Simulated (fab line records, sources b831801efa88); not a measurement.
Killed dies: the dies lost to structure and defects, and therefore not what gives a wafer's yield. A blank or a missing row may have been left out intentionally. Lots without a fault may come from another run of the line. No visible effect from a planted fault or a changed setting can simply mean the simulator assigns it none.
Which of the tools did it? || flow sky130 || 13 lots, 39 wafers sampled, at 3 steps of a route of 708

## WHAT THE GAUGES SHOWED, per wafer
SKY_VT_ADJUST_HVTP_CD_MEAS_07: the cd target is 380 nm.
{"lot": "L581", "measured": "day 6 15:42", "on": "cdSem-02", "cdNm (nm)": "382.8 382.3 384.4"}
{"lot": "L582", "measured": "day 7 01:19", "on": "cdSem-01", "cdNm (nm)": "376.6 376.9 377.1"}
{"lot": "L583", "measured": "day 7 02:12", "on": "cdSem-01", "cdNm (nm)": "380.5 383.5 381.8"}
{"lot": "L584", "measured": "day 7 05:53", "on": "cdSem-02", "cdNm (nm)": "378.4 379.6 380.2"}
{"lot": "L585", "measured": "day 7 08:40", "on": "cdSem-02", "cdNm (nm)": "378.0 378.0 382.1"}
{"lot": "L588", "measured": "day 7 23:21", "on": "cdSem-01", "cdNm (nm)": "377.0 377.4 377.9"}
{"lot": "L592", "measured": "day 8 23:47", "on": "cdSem-01", "cdNm (nm)": "381.1 380.4 381.8"}
{"lot": "L596", "measured": "day 10 02:31", "on": "cdSem-02", "cdNm (nm)": "380.3 381.1 380.2"}
{"lot": "L597", "measured": "day 10 09:10", "on": "cdSem-01", "cdNm (nm)": "380.4 378.1 377.8"}
{"lot": "L600", "measured": "day 11 08:23", "on": "cdSem-02", "cdNm (nm)": "380.0 380.8 376.4"}
{"lot": "L601", "measured": "day 11 15:38", "on": "cdSem-01", "cdNm (nm)": "376.9 377.1 375.0"}
{"lot": "L602", "measured": "day 11 21:30", "on": "cdSem-02", "cdNm (nm)": "381.4 383.6 383.6"}
{"lot": "L604", "measured": "day 12 03:00", "on": "cdSem-01", "cdNm (nm)": "377.9 377.7 377.8"}

SKY_SONOS_TUNNEL_CD_MEAS_07: the cd target is 410 nm.
{"lot": "L581", "measured": "day 12 01:09", "on": "cdSem-01", "cdNm (nm)": "410.6 408.4 408.3"}
{"lot": "L582", "measured": "day 12 12:49", "on": "cdSem-01", "cdNm (nm)": "412.1 410.5 411.8"}
{"lot": "L583", "measured": "day 12 13:56", "on": "cdSem-01", "cdNm (nm)": "410.8 409.9 408.6"}
{"lot": "L584", "measured": "day 12 19:57", "on": "cdSem-01", "cdNm (nm)": "408.0 407.6 410.5"}
{"lot": "L585", "measured": "day 12 21:21", "on": "cdSem-01", "cdNm (nm)": "408.5 409.7 411.5"}
{"lot": "L588", "measured": "day 13 15:14", "on": "cdSem-02", "cdNm (nm)": "409.6 410.2 411.2"}
{"lot": "L592", "measured": "day 14 20:23", "on": "cdSem-02", "cdNm (nm)": "410.2 410.7 412.6"}
{"lot": "L596", "measured": "day 16 07:00", "on": "cdSem-01", "cdNm (nm)": "406.8 409.0 407.0"}
{"lot": "L597", "measured": "day 16 15:55", "on": "cdSem-01", "cdNm (nm)": "409.9 411.0 409.9"}
{"lot": "L600", "measured": "day 17 17:32", "on": "cdSem-02", "cdNm (nm)": "410.0 409.0 409.2"}
{"lot": "L601", "measured": "day 18 04:22", "on": "cdSem-02", "cdNm (nm)": "412.2 411.0 411.6"}
{"lot": "L602", "measured": "day 18 09:57", "on": "cdSem-01", "cdNm (nm)": "409.9 408.7 409.1"}
{"lot": "L604", "measured": "day 18 18:36", "on": "cdSem-01", "cdNm (nm)": "410.9 410.8 410.5"}

SKY_POLY_GATE_OVL_MEAS_14.
{"lot": "L581", "measured": "day 17 05:45", "on": "overlay-02", "POLY_GATE_OVL (nm)": "-3 -10 -3"}
{"lot": "L582", "measured": "day 17 22:53", "on": "overlay-01", "POLY_GATE_OVL (nm)": "-1 5 -3"}
{"lot": "L583", "measured": "day 17 17:22", "on": "overlay-01", "POLY_GATE_OVL (nm)": "1 -1 -6"}
{"lot": "L584", "measured": "day 18 07:41", "on": "overlay-01", "POLY_GATE_OVL (nm)": "13 13 5"}
{"lot": "L585", "measured": "day 18 08:01", "on": "overlay-01", "POLY_GATE_OVL (nm)": "6 3 5"}
{"lot": "L588", "measured": "day 19 04:16", "on": "overlay-02", "POLY_GATE_OVL (nm)": "8 4 4"}
{"lot": "L592", "measured": "day 20 12:08", "on": "overlay-01", "POLY_GATE_OVL (nm)": "-4 -5 -3"}
{"lot": "L596", "measured": "day 21 21:50", "on": "overlay-02", "POLY_GATE_OVL (nm)": "3 -2 -4"}
{"lot": "L597", "measured": "day 23 09:10", "on": "overlay-02", "POLY_GATE_OVL (nm)": "5 1 1"}
{"lot": "L600", "measured": "day 23 14:11", "on": "overlay-01", "POLY_GATE_OVL (nm)": "2 -2 4"}
{"lot": "L601", "measured": "day 23 20:09", "on": "overlay-01", "POLY_GATE_OVL (nm)": "1 -5 -4"}
{"lot": "L602", "measured": "day 23 23:22", "on": "overlay-01", "POLY_GATE_OVL (nm)": "2 0 0"}
{"lot": "L604", "measured": "day 24 09:46", "on": "overlay-02", "POLY_GATE_OVL (nm)": "-8 -1 -6"}

## WHAT TOOL EACH LOT RAN ON (gives the tool, then ch and the chambers of the sampled wafers, and finally the start)
Record: no process step prior to these readings.

## AS READ BY THE TOOLS THEMSELVES (means over the sampled wafers that have a number; for cases with no such wafer, the mark the record gives instead)
The record holds no such reading with a usual standard deviation.

## THE ANSWER, worked out from the rows above alone
Rule: the lots themselves supply what counts as usual. The widest of any qualifying gaps counts: lots, ordered by their means at a reading, are off when they make up no more than a third of the lots, leave a main group of 4 or more, and stand apart from it by 3 or more times the standard deviation of that group's means. Not used: any main group whose means are identical at the precision the tables above print for the reading. A lot without any number at a reading at which 4 lots or more have one is off too. Any other lot the step has rows for is counted as sound. After the gauges, taken in route order, come the tools' own readings; for these a lot's mean is taken, as printed above. The first step at which some lot is off is used, and at that step the reading that is off furthest; a lot without a number counts as furthest.
No lot is off on any of the readings shown, so nothing can be concluded from this.

## WHAT HAD BEEN PUT IN BY THE SIMULATOR
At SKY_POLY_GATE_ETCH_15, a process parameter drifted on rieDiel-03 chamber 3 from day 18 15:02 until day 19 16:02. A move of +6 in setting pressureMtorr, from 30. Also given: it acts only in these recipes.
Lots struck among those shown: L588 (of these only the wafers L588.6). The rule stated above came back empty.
